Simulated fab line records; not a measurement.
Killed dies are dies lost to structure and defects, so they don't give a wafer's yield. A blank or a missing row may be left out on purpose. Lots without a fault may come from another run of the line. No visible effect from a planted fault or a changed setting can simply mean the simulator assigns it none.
Which tool did it? :: flow sfq-line :: Sampling: 14 lots, 42 wafers, 4 of 325 route steps

## WHAT THE GAUGES READ, wafer by wafer
SFQ_I5_OVL_MEAS_936.
lot: L896
measured: day 59 06:41
on: overlay-01
I5_OVL (nm): -5 -5 -2

lot: L897
measured: day 59 10:17
on: overlay-01
I5_OVL (nm): 3 8 -1

lot: L898
measured: day 59 15:05
on: overlay-02
I5_OVL (nm): -4 5 4

lot: L899
measured: day 59 19:53
on: overlay-02
I5_OVL (nm): 7 0 5

lot: L901
measured: day 60 14:10
on: overlay-01
I5_OVL (nm): 10 -6 2

lot: L902
measured: day 60 17:46
on: overlay-02
I5_OVL (nm): -7 -2 -7

lot: L903
measured: day 60 18:58
on: overlay-02
I5_OVL (nm): 2 -1 -2

lot: L904
measured: day 60 20:10
on: overlay-01
I5_OVL (nm): 2 3 -3

lot: L905
measured: day 62 10:50
on: overlay-02
I5_OVL (nm): -9 -10 -8

lot: L907
measured: day 62 14:32
on: overlay-01
I5_OVL (nm): -5 0 -2

lot: L908
measured: day 64 04:56
on: overlay-02
I5_OVL (nm): 3 9 -1

lot: L909
measured: day 64 07:20
on: overlay-02
I5_OVL (nm): 4 9 -1

lot: L914
measured: day 64 20:32
on: overlay-02
I5_OVL (nm): 0 7 0

lot: L917
measured: day 66 01:11
on: overlay-01
I5_OVL (nm): 4 10 12

SFQ_I6_BOW_MEAS_941.
lot: L896
measured: day 65 17:46
on: film-metro-01
I6_BOW (um): -4 7 2

lot: L897
measured: day 65 20:46
on: film-metro-01
I6_BOW (um): 21 21 18

lot: L898
measured: day 65 23:47
on: film-metro-01
I6_BOW (um): 17 19 27

lot: L899
measured: day 66 02:46
on: film-metro-02
I6_BOW (um): 4 4 1

lot: L901
measured: day 66 14:48
on: film-metro-02
I6_BOW (um): 16 15 11

lot: L902
measured: day 66 15:07
on: film-metro-01
I6_BOW (um): 15 10 11

lot: L903
measured: day 66 17:46
on: film-metro-02
I6_BOW (um): 35 32 36

lot: L904
measured: day 66 18:09
on: film-metro-01
I6_BOW (um): 27 25 20

lot: L905
measured: day 68 10:30
on: film-metro-02
I6_BOW (um): 3 -1 3

lot: L907
measured: day 68 19:26
on: film-metro-02
I6_BOW (um): 16 8 2

lot: L908
measured: day 69 02:51
on: film-metro-01
I6_BOW (um): 0 0 0

lot: L909
measured: day 69 08:51
on: film-metro-01
I6_BOW (um): 18 7 6

lot: L914
measured: day 70 01:19
on: film-metro-02
I6_BOW (um): -6 -2 7

lot: L917
measured: day 70 21:06
on: film-metro-02
I6_BOW (um): 14 10 4

## WHAT TOOL EACH LOT RAN ON (gives the tool, then ch and the chambers of the sampled wafers, and finally the start)
lot: L896
SFQ_TRILAYER_R5_DEP_SPUTTER_134: pvd-sputter-03, day 47 00:58
SFQ_TRILAYER_C5_BARC_OPEN_VIA_ETCH_210: rie-diel-01 ch 0,1,3, day 64 02:49

lot: L897
SFQ_TRILAYER_R5_DEP_SPUTTER_134: pvd-sputter-03, day 47 03:58
SFQ_TRILAYER_C5_BARC_OPEN_VIA_ETCH_210: rie-diel-01 ch 0,2,3, day 64 05:13

lot: L898
SFQ_TRILAYER_R5_DEP_SPUTTER_134: pvd-sputter-03, day 47 09:52
SFQ_TRILAYER_C5_BARC_OPEN_VIA_ETCH_210: rie-diel-04 ch 1,2,3, day 64 10:01

lot: L899
SFQ_TRILAYER_R5_DEP_SPUTTER_134: pvd-sputter-03, day 47 15:58
SFQ_TRILAYER_C5_BARC_OPEN_VIA_ETCH_210: rie-diel-04 ch 1,2,3, day 64 13:37

lot: L901
SFQ_TRILAYER_R5_DEP_SPUTTER_134: pvd-sputter-05, day 48 11:37
SFQ_TRILAYER_C5_BARC_OPEN_VIA_ETCH_210: rie-diel-01 ch 0,1,2, day 65 05:13

lot: L902
SFQ_TRILAYER_R5_DEP_SPUTTER_134: pvd-sputter-05, day 49 06:28
SFQ_TRILAYER_C5_BARC_OPEN_VIA_ETCH_210: rie-diel-02 ch 0,2, day 65 08:49

lot: L903
SFQ_TRILAYER_R5_DEP_SPUTTER_134: pvd-sputter-03, day 49 07:49
SFQ_TRILAYER_C5_BARC_OPEN_VIA_ETCH_210: rie-diel-04 ch 1,2, day 65 10:01

lot: L904
SFQ_TRILAYER_R5_DEP_SPUTTER_134: pvd-sputter-05, day 49 21:43
SFQ_TRILAYER_C5_BARC_OPEN_VIA_ETCH_210: rie-diel-01 ch 2,3, day 65 11:13

lot: L905
SFQ_TRILAYER_R5_DEP_SPUTTER_134: pvd-sputter-03, day 56 12:38
SFQ_TRILAYER_C5_BARC_OPEN_VIA_ETCH_210: rie-diel-02 ch 0,1,3, day 66 22:01

lot: L907
SFQ_TRILAYER_R5_DEP_SPUTTER_134: pvd-sputter-06, day 57 09:04
SFQ_TRILAYER_C5_BARC_OPEN_VIA_ETCH_210: rie-diel-01 ch 1,2,3, day 67 01:37

lot: L908
SFQ_TRILAYER_R5_DEP_SPUTTER_134: pvd-sputter-03, day 57 14:22
SFQ_TRILAYER_C5_BARC_OPEN_VIA_ETCH_210: rie-diel-04 ch 1,2,3, day 68 00:13

lot: L909
SFQ_TRILAYER_R5_DEP_SPUTTER_134: pvd-sputter-06, day 57 17:22
SFQ_TRILAYER_C5_BARC_OPEN_VIA_ETCH_210: rie-diel-04 ch 1,2, day 68 21:50

lot: L914
SFQ_TRILAYER_R5_DEP_SPUTTER_134: pvd-sputter-03, day 59 23:47
SFQ_TRILAYER_C5_BARC_OPEN_VIA_ETCH_210: rie-diel-02 ch 1,2,3, day 69 12:01

lot: L917
SFQ_TRILAYER_R5_DEP_SPUTTER_134: pvd-sputter-05, day 61 10:00
SFQ_TRILAYER_C5_BARC_OPEN_VIA_ETCH_210: rie-diel-02 ch 0,1, day 70 07:22
- SFQ_TRILAYER_R5_DEP_SPUTTER_134: material Ti, target thk 5 nm, time 5 s.
- SFQ_TRILAYER_C5_BARC_OPEN_VIA_ETCH_210: etches BARC in O2, target depth 125 nm, time 41.7 s.

## WHAT THE TOOLS THEMSELVES READ (means of the sampled wafers that have a number; where no wafer has one, the mark that the record gives instead)
SFQ_TRILAYER_R5_DEP_SPUTTER_134.
lot: L896
tool: pvd-sputter-03
base-pressure-pa (Pa): 1.30e-06
throttle-valve-pct (%): 30.1

lot: L897
tool: pvd-sputter-03
base-pressure-pa (Pa): 1.33e-06
throttle-valve-pct (%): 30.6

lot: L898
tool: pvd-sputter-03
base-pressure-pa (Pa): 1.27e-06
throttle-valve-pct (%): 30.6

lot: L899
tool: pvd-sputter-03
base-pressure-pa (Pa): 1.24e-06
throttle-valve-pct (%): 29.5

lot: L901
tool: pvd-sputter-05
base-pressure-pa (Pa): 1.37e-06
throttle-valve-pct (%): 31.0

lot: L902
tool: pvd-sputter-05
base-pressure-pa (Pa): 1.33e-06
throttle-valve-pct (%): 30.7

lot: L903
tool: pvd-sputter-03
base-pressure-pa (Pa): 1.29e-06
throttle-valve-pct (%): 31.0

lot: L904
tool: pvd-sputter-05
base-pressure-pa (Pa): 1.31e-06
throttle-valve-pct (%): 31.3

lot: L905
tool: pvd-sputter-03
base-pressure-pa (Pa): 1.28e-06
throttle-valve-pct (%): 31.0

lot: L907
tool: pvd-sputter-06
base-pressure-pa (Pa): 1.28e-06
throttle-valve-pct (%): 29.5

lot: L908
tool: pvd-sputter-03
base-pressure-pa (Pa): 1.39e-06
throttle-valve-pct (%): 29.8

lot: L909
tool: pvd-sputter-06
base-pressure-pa (Pa): 1.29e-06
throttle-valve-pct (%): 28.6

lot: L914
tool: pvd-sputter-03
base-pressure-pa (Pa): 1.29e-06
throttle-valve-pct (%): 29.9

lot: L917
tool: pvd-sputter-05
base-pressure-pa (Pa): 1.28e-06
throttle-valve-pct (%): 30.9

SFQ_TRILAYER_C5_BARC_OPEN_VIA_ETCH_210.
lot: L896
tool: rie-diel-01
drypump-motor-current-A (A): 5.9
oes-product-au (a.u.): 0.685
rf-fwd-power-W (W): 494.0

lot: L897
tool: rie-diel-01
drypump-motor-current-A (A): 5.9
oes-product-au (a.u.): 0.682
rf-fwd-power-W (W): 493.4

lot: L898
tool: rie-diel-04
drypump-motor-current-A (A): 6.0
oes-product-au (a.u.): 0.683
rf-fwd-power-W (W): 494.3

lot: L899
tool: rie-diel-04
drypump-motor-current-A (A): 5.9
oes-product-au (a.u.): 0.684
rf-fwd-power-W (W): 494.3

lot: L901
tool: rie-diel-01
drypump-motor-current-A (A): 5.7
oes-product-au (a.u.): 0.689
rf-fwd-power-W (W): 492.1

lot: L902
tool: rie-diel-02
drypump-motor-current-A (A): 5.9
oes-product-au (a.u.): 0.683
rf-fwd-power-W (W): 494.4

lot: L903
tool: rie-diel-04
drypump-motor-current-A (A): 6.2
oes-product-au (a.u.): 0.687
rf-fwd-power-W (W): 496.8

lot: L904
tool: rie-diel-01
drypump-motor-current-A (A): 6.1
oes-product-au (a.u.): 0.689
rf-fwd-power-W (W): 493.6

lot: L905
tool: rie-diel-02
drypump-motor-current-A (A): 5.7
oes-product-au (a.u.): 0.685
rf-fwd-power-W (W): 496.7

lot: L907
tool: rie-diel-01
drypump-motor-current-A (A): 5.9
oes-product-au (a.u.): 0.686
rf-fwd-power-W (W): 494.8

lot: L908
tool: rie-diel-04
drypump-motor-current-A (A): 6.0
oes-product-au (a.u.): 0.683
rf-fwd-power-W (W): 496.4

lot: L909
tool: rie-diel-04
drypump-motor-current-A (A): 6.4
oes-product-au (a.u.): 0.683
rf-fwd-power-W (W): 495.2

lot: L914
tool: rie-diel-02
drypump-motor-current-A (A): 5.7
oes-product-au (a.u.): 0.686
rf-fwd-power-W (W): 295.9

lot: L917
tool: rie-diel-02
drypump-motor-current-A (A): 5.6
oes-product-au (a.u.): 0.684
rf-fwd-power-W (W): 296.9

## THE ANSWER, worked out from the rows above alone
Rule: what is usual is taken from the lots themselves. Put in order of their means at a reading, lots are off if they are a third of the lots or fewer, leave a main group of 4 or more, and stand apart from it by a gap of 3 or more times the standard deviation of the main group's means; of several such gaps the widest counts. The tables above print the reading to a certain number of digits; a main group whose means all agree to those digits is not used. A lot without any number at a reading at which 4 lots or more have one is off too. Where the step has rows for the other lots, those lots are counted as sound. After the gauges, taken in route order, come the tools' own readings; for these a lot's mean is taken, as printed above. At the first step where some lot is off, the reading lying furthest off is the one used; lots without a number count as furthest.
Off: L914, L917 (SFQ_TRILAYER_C5_BARC_OPEN_VIA_ETCH_210, rf-fwd-power-W). For the main group the mean is 494.7 W and the standard deviation 1.4.
A tool fits if, at that step or a process step before it, it ran every lot that is off, and no sound lot after the first of them. One fits: rie-diel-02 at SFQ_TRILAYER_C5_BARC_OPEN_VIA_ETCH_210. A fault onset in the window from L905 (day 66 22:01, its last sound lot) to L914 (day 69 12:01, its first lot off) fits.
On the lots that are off, the tool's own readings at SFQ_TRILAYER_C5_BARC_OPEN_VIA_ETCH_210 differ by more than 5 times the standard deviation of the sound lots' means, which bears it out; rf-fwd-power-W reads 296.4 W there versus 494.7 W on the sound lots.

## WHAT THE SIMULATOR PUT IN
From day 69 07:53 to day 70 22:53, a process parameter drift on rie-diel-02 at SFQ_TRILAYER_C5_BARC_OPEN_VIA_ETCH_210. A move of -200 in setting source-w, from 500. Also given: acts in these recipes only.
Shown lots that were struck: L914, L917. The rule given above showed the same thing.
